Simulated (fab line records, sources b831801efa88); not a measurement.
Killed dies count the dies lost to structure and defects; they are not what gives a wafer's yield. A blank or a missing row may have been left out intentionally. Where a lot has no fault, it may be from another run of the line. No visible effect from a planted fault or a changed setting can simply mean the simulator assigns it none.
Which tool did it? / flow gf180mcu / 13 lots with 39 wafers sampled at 5 steps, on a route of 602 steps

== WHAT THE GAUGES READ, wafer by wafer ==
GF_STI_THK_MEAS_22. Usual: STI_OXIDATION_01_THK gives 14.9 nm (standard deviation 0.35).
lot=L955; measured=day 2 04:52; on=film metro-02; STI_OXIDATION_01_THK (nm)=15.2 15.3 15.2; flag=
lot=L957; measured=day 2 14:59; on=film metro-03; STI_OXIDATION_01_THK (nm)=14.7 14.7 15.0; flag=
lot=L958; measured=day 2 19:27; on=film metro-02; STI_OXIDATION_01_THK (nm)=15.1 15.2 15.3; flag=
lot=L959; measured=day 3 00:58; on=film metro-02; STI_OXIDATION_01_THK (nm)=- - -; flag=OFF
lot=L960; measured=day 3 07:06; on=film metro-02; STI_OXIDATION_01_THK (nm)=- - -; flag=OFF
lot=L970; measured=day 5 12:58; on=film metro-03; STI_OXIDATION_01_THK (nm)=14.8 14.9 15.0; flag=
lot=L971; measured=day 5 15:59; on=film metro-04; STI_OXIDATION_01_THK (nm)=15.2 14.9 15.0; flag=
lot=L972; measured=day 5 18:38; on=film metro-04; STI_OXIDATION_01_THK (nm)=15.0 15.1 15.0; flag=
lot=L973; measured=day 6 04:12; on=film metro-04; STI_OXIDATION_01_THK (nm)=15.1 15.5 15.2; flag=
lot=L974; measured=day 6 09:05; on=film metro-04; STI_OXIDATION_01_THK (nm)=15.1 14.9 15.1; flag=
lot=L975; measured=day 6 12:40; on=film metro-03; STI_OXIDATION_01_THK (nm)=15.0 15.0 14.7; flag=
lot=L976; measured=day 6 18:51; on=film metro-04; STI_OXIDATION_01_THK (nm)=15.3 15.3 15.2; flag=
lot=L977; measured=day 6 20:17; on=film metro-03; STI_OXIDATION_01_THK (nm)=14.8 14.5 14.5; flag=

GF_VT_IMPLANT_TW_MEAS_32. Usual: VT_IMPLANT_3_TW gives 270.5 (standard deviation 1.7).
lot=L955; measured=day 6 21:06; on=film metro-04; VT_IMPLANT_3_TW=270.7 272.3 271.5; flag=
lot=L957; measured=day 7 10:18; on=film metro-01; VT_IMPLANT_3_TW=268.4 269.1 269.5; flag=
lot=L958; measured=day 7 17:46; on=film metro-01; VT_IMPLANT_3_TW=268.0 268.9 269.1; flag=
lot=L970; measured=day 11 06:26; on=film metro-01; VT_IMPLANT_3_TW=269.0 270.1 268.5; flag=
lot=L971; measured=day 11 08:55; on=film metro-04; VT_IMPLANT_3_TW=272.4 271.5 273.9; flag=
lot=L972; measured=day 11 13:38; on=film metro-01; VT_IMPLANT_3_TW=268.7 268.5 270.0; flag=
lot=L973; measured=day 11 23:53; on=film metro-04; VT_IMPLANT_3_TW=273.6 273.5 273.0; flag=
lot=L974; measured=day 12 06:43; on=film metro-04; VT_IMPLANT_3_TW=270.6 272.2 272.0; flag=
lot=L975; measured=day 12 11:05; on=film metro-02; VT_IMPLANT_3_TW=271.0 270.6 271.3; flag=
lot=L976; measured=day 12 20:59; on=film metro-04; VT_IMPLANT_3_TW=271.6 270.8 270.1; flag=
lot=L977; measured=day 12 21:03; on=film metro-01; VT_IMPLANT_3_TW=267.2 267.3 268.4; flag=

== WHAT TOOL EACH LOT RAN ON (gives the tool, then ch and the chambers of the sampled wafers, and finally the start) ==
lot=L955; GF_STI_CVD_03=lpcvd-01 ch 1, day 1 11:34; GF_STI_CMP_25=cmp-01 ch 0,1,2, day 2 05:07; GF_NWELL_STRIP_10=plasma asher-04 ch 0,1, day 3 08:59
lot=L957; GF_STI_CVD_03=lpcvd-02 ch 0, day 1 21:34; GF_STI_CMP_25=cmp-02 ch 0,2, day 2 15:16; GF_NWELL_STRIP_10=plasma asher-04 ch 1, day 3 18:54
lot=L958; GF_STI_CVD_03=lpcvd-02 ch 0, day 2 03:17; GF_STI_CMP_25=cmp-01 ch 0,3, day 2 19:41; GF_NWELL_STRIP_10=plasma asher-01 ch 0,1, day 4 00:23
lot=L959; GF_STI_CVD_03=lpcvd-01 ch 1, day 2 07:34; GF_STI_CMP_25=cmp-02 ch 1,2, day 3 01:10; GF_NWELL_STRIP_10=-
lot=L960; GF_STI_CVD_03=lpcvd-02 ch 1, day 2 13:55; GF_STI_CMP_25=cmp-02 ch 1,2, day 3 07:20; GF_NWELL_STRIP_10=-
lot=L970; GF_STI_CVD_03=lpcvd-02 ch 1, day 4 15:11; GF_STI_CMP_25=cmp-02 ch 0,1,2, day 5 13:15; GF_NWELL_STRIP_10=plasma asher-04 ch 0,1, day 6 23:30
lot=L971; GF_STI_CVD_03=lpcvd-02 ch 1, day 4 19:34; GF_STI_CMP_25=cmp-01 ch 0,1,2, day 5 16:14; GF_NWELL_STRIP_10=plasma asher-04 ch 0,1, day 7 02:31
lot=L972; GF_STI_CVD_03=lpcvd-02 ch 1, day 5 00:34; GF_STI_CMP_25=cmp-01 ch 0,1,2, day 5 18:58; GF_NWELL_STRIP_10=plasma asher-04 ch 0,1, day 7 05:40
lot=L973; GF_STI_CVD_03=lpcvd-01 ch 0, day 5 07:30; GF_STI_CMP_25=cmp-01 ch 0,1,3, day 6 04:23; GF_NWELL_STRIP_10=plasma asher-01 ch 0,1, day 7 13:54
lot=L974; GF_STI_CVD_03=lpcvd-02 ch 0, day 5 14:55; GF_STI_CMP_25=cmp-01 ch 0,1, day 6 09:35; GF_NWELL_STRIP_10=plasma asher-04 ch 0,1, day 7 20:05
lot=L975; GF_STI_CVD_03=lpcvd-02 ch 1, day 5 17:55; GF_STI_CMP_25=cmp-01 ch 0,1, day 6 12:50; GF_NWELL_STRIP_10=plasma asher-04 ch 0,1, day 7 23:30
lot=L976; GF_STI_CVD_03=lpcvd-01 ch 0, day 5 21:32; GF_STI_CMP_25=cmp-01 ch 1,2,3, day 6 19:05; GF_NWELL_STRIP_10=plasma asher-01 ch 0,1, day 8 07:06
lot=L977; GF_STI_CVD_03=lpcvd-02 ch 0, day 6 01:34; GF_STI_CMP_25=cmp-02 ch 0,1,3, day 6 20:29; GF_NWELL_STRIP_10=plasma asher-01 ch 0,1, day 8 08:02
- GF_STI_CVD_03: deposits Si3N4 from DCS/NH3, target thk 207.16 nm, time 3551 s.
- GF_STI_CMP_25: polishes, stops on Si3N4, t overpolish 33 s, target thk 524.6 nm.
- GF_NWELL_STRIP_10: strips in O2/N2.

== AS READ BY THE TOOLS THEMSELVES (means over the sampled wafers that have a number; for cases with no such wafer, the mark the record gives instead) ==
GF_STI_CVD_03. Usual: pressure mtorr 250.2 mTorr, standard deviation 0.49; spike tc bottom C 791 C, standard deviation 4.3.
lot=L955; tool=lpcvd-01; pressure mtorr (mTorr)=249.8; spike tc bottom C (C)=783; flag=
lot=L957; tool=lpcvd-02; pressure mtorr (mTorr)=250.1; spike tc bottom C (C)=794; flag=
lot=L958; tool=lpcvd-02; pressure mtorr (mTorr)=249.9; spike tc bottom C (C)=795; flag=
lot=L959; tool=lpcvd-01; pressure mtorr (mTorr)=-; spike tc bottom C (C)=-; flag=OFF
lot=L960; tool=lpcvd-02; pressure mtorr (mTorr)=-; spike tc bottom C (C)=-; flag=OFF
lot=L970; tool=lpcvd-02; pressure mtorr (mTorr)=249.7; spike tc bottom C (C)=792; flag=
lot=L971; tool=lpcvd-02; pressure mtorr (mTorr)=249.6; spike tc bottom C (C)=791; flag=
lot=L972; tool=lpcvd-02; pressure mtorr (mTorr)=250.8; spike tc bottom C (C)=792; flag=
lot=L973; tool=lpcvd-01; pressure mtorr (mTorr)=250.7; spike tc bottom C (C)=790; flag=
lot=L974; tool=lpcvd-02; pressure mtorr (mTorr)=249.9; spike tc bottom C (C)=794; flag=
lot=L975; tool=lpcvd-02; pressure mtorr (mTorr)=250.0; spike tc bottom C (C)=792; flag=
lot=L976; tool=lpcvd-01; pressure mtorr (mTorr)=250.4; spike tc bottom C (C)=790; flag=
lot=L977; tool=lpcvd-02; pressure mtorr (mTorr)=250.3; spike tc bottom C (C)=795; flag=

GF_STI_CMP_25. Usual: 12.2 A for motor current A, sd 1.
lot=L955; tool=cmp-01; motor current A (A)=12.2; flag=
lot=L957; tool=cmp-02; motor current A (A)=11.9; flag=
lot=L958; tool=cmp-01; motor current A (A)=13.0; flag=
lot=L959; tool=cmp-02; motor current A (A)=11.8; flag=
lot=L960; tool=cmp-02; motor current A (A)=11.1; flag=
lot=L970; tool=cmp-02; motor current A (A)=11.9; flag=
lot=L971; tool=cmp-01; motor current A (A)=11.6; flag=
lot=L972; tool=cmp-01; motor current A (A)=11.8; flag=
lot=L973; tool=cmp-01; motor current A (A)=12.2; flag=
lot=L974; tool=cmp-01; motor current A (A)=11.2; flag=
lot=L975; tool=cmp-01; motor current A (A)=12.1; flag=
lot=L976; tool=cmp-01; motor current A (A)=11.9; flag=
lot=L977; tool=cmp-02; motor current A (A)=12.8; flag=

GF_NWELL_STRIP_10. Usual: drypump motor current A 5.49 A, standard deviation 0.28; heater power w 310 W, standard deviation 18; n2 flow sccm 300.0 sccm, standard deviation 0.86; oes product au 0.723 a.u., standard deviation 0.0043; strip time to endpoint s 36.95 s, standard deviation 0.12.
lot=L955; tool=plasma asher-04; drypump motor current A (A)=5.44; heater power w (W)=296; n2 flow sccm (sccm)=300.8; oes product au (a.u.)=0.723; strip time to endpoint s (s)=37.05; flag=
lot=L957; tool=plasma asher-04; drypump motor current A (A)=5.41; heater power w (W)=286; n2 flow sccm (sccm)=300.2; oes product au (a.u.)=0.720; strip time to endpoint s (s)=36.91; flag=
lot=L958; tool=plasma asher-01; drypump motor current A (A)=5.75; heater power w (W)=312; n2 flow sccm (sccm)=299.8; oes product au (a.u.)=0.725; strip time to endpoint s (s)=36.98; flag=
lot=L970; tool=plasma asher-04; drypump motor current A (A)=5.42; heater power w (W)=302; n2 flow sccm (sccm)=300.3; oes product au (a.u.)=0.725; strip time to endpoint s (s)=37.02; flag=
lot=L971; tool=plasma asher-04; drypump motor current A (A)=5.46; heater power w (W)=312; n2 flow sccm (sccm)=301.3; oes product au (a.u.)=0.721; strip time to endpoint s (s)=36.95; flag=
lot=L972; tool=plasma asher-04; drypump motor current A (A)=5.47; heater power w (W)=307; n2 flow sccm (sccm)=300.1; oes product au (a.u.)=0.724; strip time to endpoint s (s)=36.83; flag=
lot=L973; tool=plasma asher-01; drypump motor current A (A)=5.51; heater power w (W)=315; n2 flow sccm (sccm)=299.8; oes product au (a.u.)=0.722; strip time to endpoint s (s)=36.82; flag=
lot=L974; tool=plasma asher-04; drypump motor current A (A)=5.43; heater power w (W)=301; n2 flow sccm (sccm)=300.0; oes product au (a.u.)=0.726; strip time to endpoint s (s)=37.05; flag=
lot=L975; tool=plasma asher-04; drypump motor current A (A)=5.43; heater power w (W)=301; n2 flow sccm (sccm)=300.3; oes product au (a.u.)=0.729; strip time to endpoint s (s)=37.09; flag=
lot=L976; tool=plasma asher-01; drypump motor current A (A)=5.51; heater power w (W)=317; n2 flow sccm (sccm)=300.0; oes product au (a.u.)=0.721; strip time to endpoint s (s)=37.09; flag=
lot=L977; tool=plasma asher-01; drypump motor current A (A)=5.77; heater power w (W)=315; n2 flow sccm (sccm)=300.0; oes product au (a.u.)=0.722; strip time to endpoint s (s)=36.89; flag=

== THE ANSWER, worked out from the rows above alone ==
Rule: take the mean of a lot's wafers that have a number; if it is more than 3 standard deviations from the usual mean, the lot is off. Also off: a lot with no number at a reading for which 4 or more lots have one. The other lots that the step has rows for count as sound. Order of review: gauges by route order, followed by the tools' own readings, for which a lot's mean as printed above is used. The first step at which some lot is off is used, and at that step the reading that is off furthest; a lot without a number counts as furthest.
Off: L959, L960, seen at GF_STI_THK_MEAS_22 (STI_OXIDATION_01_THK). Without a number there: L959, L960.
A tool fits if, at a process step before that reading, it ran every lot that is off, and no sound lot after the first of them. Not tried: the gauges at GF_STI_THK_MEAS_22; whatever is off there is also off at GF_STI_CVD_03, on other tools, and gauge error can't account for it. Not one of the candidates tried fits.

== WHAT THE SIMULATOR PUT IN ==
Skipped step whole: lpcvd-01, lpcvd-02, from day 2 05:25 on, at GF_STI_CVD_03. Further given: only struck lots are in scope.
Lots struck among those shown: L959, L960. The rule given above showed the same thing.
